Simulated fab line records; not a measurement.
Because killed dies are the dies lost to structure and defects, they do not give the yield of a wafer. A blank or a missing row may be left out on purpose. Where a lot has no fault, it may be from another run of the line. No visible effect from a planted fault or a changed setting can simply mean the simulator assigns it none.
Which tool was responsible? / flow sky130 / 13 lots, 39 wafers sampled, at 4 steps of a route of 708

WHAT THE GAUGES SHOWED, per wafer
SKY_SPACER_THK_MEAS_01.
lot=L736; measured=day 23 10:00; on=filmMetro-01; SPACER_CVD_00_THK (nm)=42.8 42.8 42.8
lot=L737; measured=day 23 21:29; on=filmMetro-04; SPACER_CVD_00_THK (nm)=43.4 43.0 43.1
lot=L738; measured=day 24 19:05; on=filmMetro-02; SPACER_CVD_00_THK (nm)=43.2 43.0 43.1
lot=L741; measured=day 25 05:34; on=filmMetro-01; SPACER_CVD_00_THK (nm)=43.8 43.5 43.6
lot=L742; measured=day 26 13:16; on=filmMetro-02; SPACER_CVD_00_THK (nm)=42.5 42.4 42.7
lot=L743; measured=day 27 00:35; on=filmMetro-02; SPACER_CVD_00_THK (nm)=42.5 42.5 42.5
lot=L747; measured=day 28 01:05; on=filmMetro-02; SPACER_CVD_00_THK (nm)=42.6 42.3 42.5
lot=L748; measured=day 28 20:41; on=filmMetro-04; SPACER_CVD_00_THK (nm)=42.8 43.0 43.2
lot=L754; measured=day 30 00:44; on=filmMetro-01; SPACER_CVD_00_THK (nm)=42.6 42.6 42.6
lot=L755; measured=day 30 02:26; on=filmMetro-01; SPACER_CVD_00_THK (nm)=42.7 42.6 42.8
lot=L756; measured=day 30 09:59; on=filmMetro-02; SPACER_CVD_00_THK (nm)=42.6 42.6 42.2
lot=L757; measured=day 30 21:39; on=filmMetro-01; SPACER_CVD_00_THK (nm)=43.3 42.7 43.1
lot=L758; measured=day 31 01:04; on=filmMetro-01; SPACER_CVD_00_THK (nm)=42.6 42.6 42.9

SKY_CONTACT_CD_MEAS_14: the cd target is 170 nm.
lot=L736; measured=day 32 02:14; on=cdSem-02; cdNm (nm)=168.5 168.2 168.3
lot=L737; measured=day 32 13:29; on=cdSem-01; cdNm (nm)=169.8 170.6 170.1
lot=L738; measured=day 33 08:05; on=cdSem-02; cdNm (nm)=169.8 169.4 170.3
lot=L741; measured=day 33 17:16; on=cdSem-02; cdNm (nm)=170.1 168.5 169.4
lot=L742; measured=day 34 22:10; on=cdSem-02; cdNm (nm)=169.0 169.9 169.2
lot=L743; measured=day 35 07:34; on=cdSem-02; cdNm (nm)=168.8 169.4 169.3
lot=L747; measured=day 36 05:35; on=cdSem-01; cdNm (nm)=171.2 169.5 169.6
lot=L748; measured=day 37 01:41; on=cdSem-02; cdNm (nm)=170.8 168.6 169.8
lot=L754; measured=day 38 01:19; on=cdSem-01; cdNm (nm)=172.1 171.9 172.4
lot=L755; measured=day 38 03:58; on=cdSem-01; cdNm (nm)=171.3 169.6 169.6
lot=L756; measured=day 38 09:58; on=cdSem-01; cdNm (nm)=171.1 171.5 171.6
lot=L757; measured=day 38 20:05; on=cdSem-02; cdNm (nm)=169.9 169.2 171.9
lot=L758; measured=day 38 22:37; on=cdSem-01; cdNm (nm)=170.1 170.6 169.9

WHICH TOOL RAN EACH LOT (tool, then ch and the chambers of the sampled wafers, then the start)
lot=L736; SKY_FIELD_ISO_ETCH_15=rieDiel-03 ch 1,2,3, day 2 10:08; SKY_LDD_N_IMPLANT_15=implanter-02 ch 0, day 18 02:41
lot=L737; SKY_FIELD_ISO_ETCH_15=rieDiel-03 ch 0,2,3, day 2 15:30; SKY_LDD_N_IMPLANT_15=implanter-02 ch 0, day 18 15:43
lot=L738; SKY_FIELD_ISO_ETCH_15=rieDiel-01 ch 0,1,2, day 2 23:59; SKY_LDD_N_IMPLANT_15=implanter-01 ch 0, day 19 13:36
lot=L741; SKY_FIELD_ISO_ETCH_15=rieDiel-03 ch 0,1,2, day 3 11:36; SKY_LDD_N_IMPLANT_15=implanter-01 ch 0, day 20 00:27
lot=L742; SKY_FIELD_ISO_ETCH_15=rieDiel-03 ch 2,3, day 3 18:22; SKY_LDD_N_IMPLANT_15=implanter-03 ch 0, day 21 09:06
lot=L743; SKY_FIELD_ISO_ETCH_15=rieDiel-01 ch 0,1,2, day 3 22:06; SKY_LDD_N_IMPLANT_15=implanter-02 ch 0, day 21 19:09
lot=L747; SKY_FIELD_ISO_ETCH_15=rieDiel-01 ch 1,3, day 4 19:33; SKY_LDD_N_IMPLANT_15=implanter-01 ch 0, day 22 23:28
lot=L748; SKY_FIELD_ISO_ETCH_15=rieDiel-04 ch 1,2,3, day 5 02:42; SKY_LDD_N_IMPLANT_15=implanter-03 ch 0, day 23 08:09
lot=L754; SKY_FIELD_ISO_ETCH_15=rieDiel-04 ch 2,3, day 6 08:54; SKY_LDD_N_IMPLANT_15=implanter-01 ch 0, day 25 01:36
lot=L755; SKY_FIELD_ISO_ETCH_15=rieDiel-03 ch 1,2,3, day 6 15:14; SKY_LDD_N_IMPLANT_15=implanter-01 ch 0, day 25 03:37
lot=L756; SKY_FIELD_ISO_ETCH_15=rieDiel-03 ch 0,2,3, day 6 18:35; SKY_LDD_N_IMPLANT_15=implanter-01 ch 0, day 25 11:13
lot=L757; SKY_FIELD_ISO_ETCH_15=rieDiel-04 ch 2,3, day 7 02:39; SKY_LDD_N_IMPLANT_15=implanter-03 ch 0, day 26 00:08
lot=L758; SKY_FIELD_ISO_ETCH_15=rieDiel-01 ch 2,3, day 7 07:15; SKY_LDD_N_IMPLANT_15=implanter-03 ch 0, day 26 03:43
- SKY_FIELD_ISO_ETCH_15: etches the open film in CHF3/O2, stops on Si, target depth 180 nm, time 72 s.
- SKY_LDD_N_IMPLANT_15

AS READ BY THE TOOLS THEMSELVES (means over the sampled wafers that have a number; for cases with no such wafer, the mark the record gives instead)
SKY_FIELD_ISO_ETCH_15.
lot=L736; tool=rieDiel-03; O2_flow_sccm (sccm)=5.011; drypumpMotorCurrentA (A)=5.8; oesProductAu (a.u.)=0.941; throttleValvePct (%)=8.843
lot=L737; tool=rieDiel-03; O2_flow_sccm (sccm)=4.989; drypumpMotorCurrentA (A)=6.1; oesProductAu (a.u.)=0.948; throttleValvePct (%)=8.843
lot=L738; tool=rieDiel-01; O2_flow_sccm (sccm)=5.002; drypumpMotorCurrentA (A)=6.1; oesProductAu (a.u.)=0.955; throttleValvePct (%)=8.858
lot=L741; tool=rieDiel-03; O2_flow_sccm (sccm)=5.004; drypumpMotorCurrentA (A)=5.7; oesProductAu (a.u.)=0.948; throttleValvePct (%)=8.847
lot=L742; tool=rieDiel-03; O2_flow_sccm (sccm)=4.996; drypumpMotorCurrentA (A)=6.2; oesProductAu (a.u.)=0.957; throttleValvePct (%)=8.852
lot=L743; tool=rieDiel-01; O2_flow_sccm (sccm)=4.983; drypumpMotorCurrentA (A)=6.1; oesProductAu (a.u.)=0.953; throttleValvePct (%)=8.848
lot=L747; tool=rieDiel-01; O2_flow_sccm (sccm)=4.993; drypumpMotorCurrentA (A)=5.3; oesProductAu (a.u.)=0.948; throttleValvePct (%)=8.847
lot=L748; tool=rieDiel-04; O2_flow_sccm (sccm)=4.988; drypumpMotorCurrentA (A)=5.4; oesProductAu (a.u.)=0.945; throttleValvePct (%)=8.848
lot=L754; tool=rieDiel-04; O2_flow_sccm (sccm)=4.992; drypumpMotorCurrentA (A)=5.3; oesProductAu (a.u.)=0.945; throttleValvePct (%)=8.838
lot=L755; tool=rieDiel-03; O2_flow_sccm (sccm)=5.001; drypumpMotorCurrentA (A)=5.7; oesProductAu (a.u.)=0.942; throttleValvePct (%)=8.847
lot=L756; tool=rieDiel-03; O2_flow_sccm (sccm)=5.015; drypumpMotorCurrentA (A)=6.1; oesProductAu (a.u.)=0.956; throttleValvePct (%)=8.850
lot=L757; tool=rieDiel-04; O2_flow_sccm (sccm)=4.994; drypumpMotorCurrentA (A)=5.2; oesProductAu (a.u.)=0.944; throttleValvePct (%)=8.855
lot=L758; tool=rieDiel-01; O2_flow_sccm (sccm)=4.996; drypumpMotorCurrentA (A)=5.2; oesProductAu (a.u.)=0.945; throttleValvePct (%)=8.841

SKY_LDD_N_IMPLANT_15.
lot=L736; tool=implanter-02; rotationDeg (degrees)=269.95
lot=L737; tool=implanter-02; rotationDeg (degrees)=270.00
lot=L738; tool=implanter-01; rotationDeg (degrees)=269.95
lot=L741; tool=implanter-01; rotationDeg (degrees)=270.05
lot=L742; tool=implanter-03; rotationDeg (degrees)=269.97
lot=L743; tool=implanter-02; rotationDeg (degrees)=270.00
lot=L747; tool=implanter-01; rotationDeg (degrees)=269.93
lot=L748; tool=implanter-03; rotationDeg (degrees)=270.04
lot=L754; tool=implanter-01; rotationDeg (degrees)=438.07
lot=L755; tool=implanter-01; rotationDeg (degrees)=438.01
lot=L756; tool=implanter-01; rotationDeg (degrees)=437.99
lot=L757; tool=implanter-03; rotationDeg (degrees)=269.97
lot=L758; tool=implanter-03; rotationDeg (degrees)=269.99

THE ANSWER, worked out from the rows above alone
Rule: the lots themselves supply what counts as usual. Put in order of their means at a reading, lots are off if they are a third of the lots or fewer, leave a main group of 4 or more, and stand apart from it by a gap of 3 or more times the standard deviation of the main group's means; of several such gaps the widest counts. Not used: any main group whose means are identical at the precision the tables above print for the reading. A lot without any number at a reading at which 4 lots or more have one is off too. Any other lot the step has rows for is counted as sound. After the gauges, taken in route order, come the tools' own readings; for these a lot's mean is taken, as printed above. The first step at which some lot is off is used, and at that step the reading that is off furthest; a lot without a number counts as furthest.
Off: L754, L755, L756, at SKY_LDD_N_IMPLANT_15 (rotationDeg). The main group: mean 269.99 degrees, standard deviation 0.037.
A tool fits if, at that step or a process step before it, it ran every lot that is off, and no sound lot after the first of them. One candidate fits, namely implanter-01 at SKY_LDD_N_IMPLANT_15. A fault onset in the window from L747 (day 22 23:28, its last sound lot) to L754 (day 25 01:36, its first lot off) fits.
The tool's own readings at SKY_LDD_N_IMPLANT_15 bear it out: on the lots that are off they differ by more than 5 times the standard deviation of the sound lots' means. rotationDeg reads 438.02 degrees there against 269.99 degrees on the sound lots.

WHAT THE SIMULATOR PUT IN
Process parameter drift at SKY_LDD_N_IMPLANT_15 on implanter-01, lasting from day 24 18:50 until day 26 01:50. Setting rotationDeg, moved by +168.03, from 270. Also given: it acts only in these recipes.
Lots struck among those shown: L754, L755, L756. Same finding as the rule above.
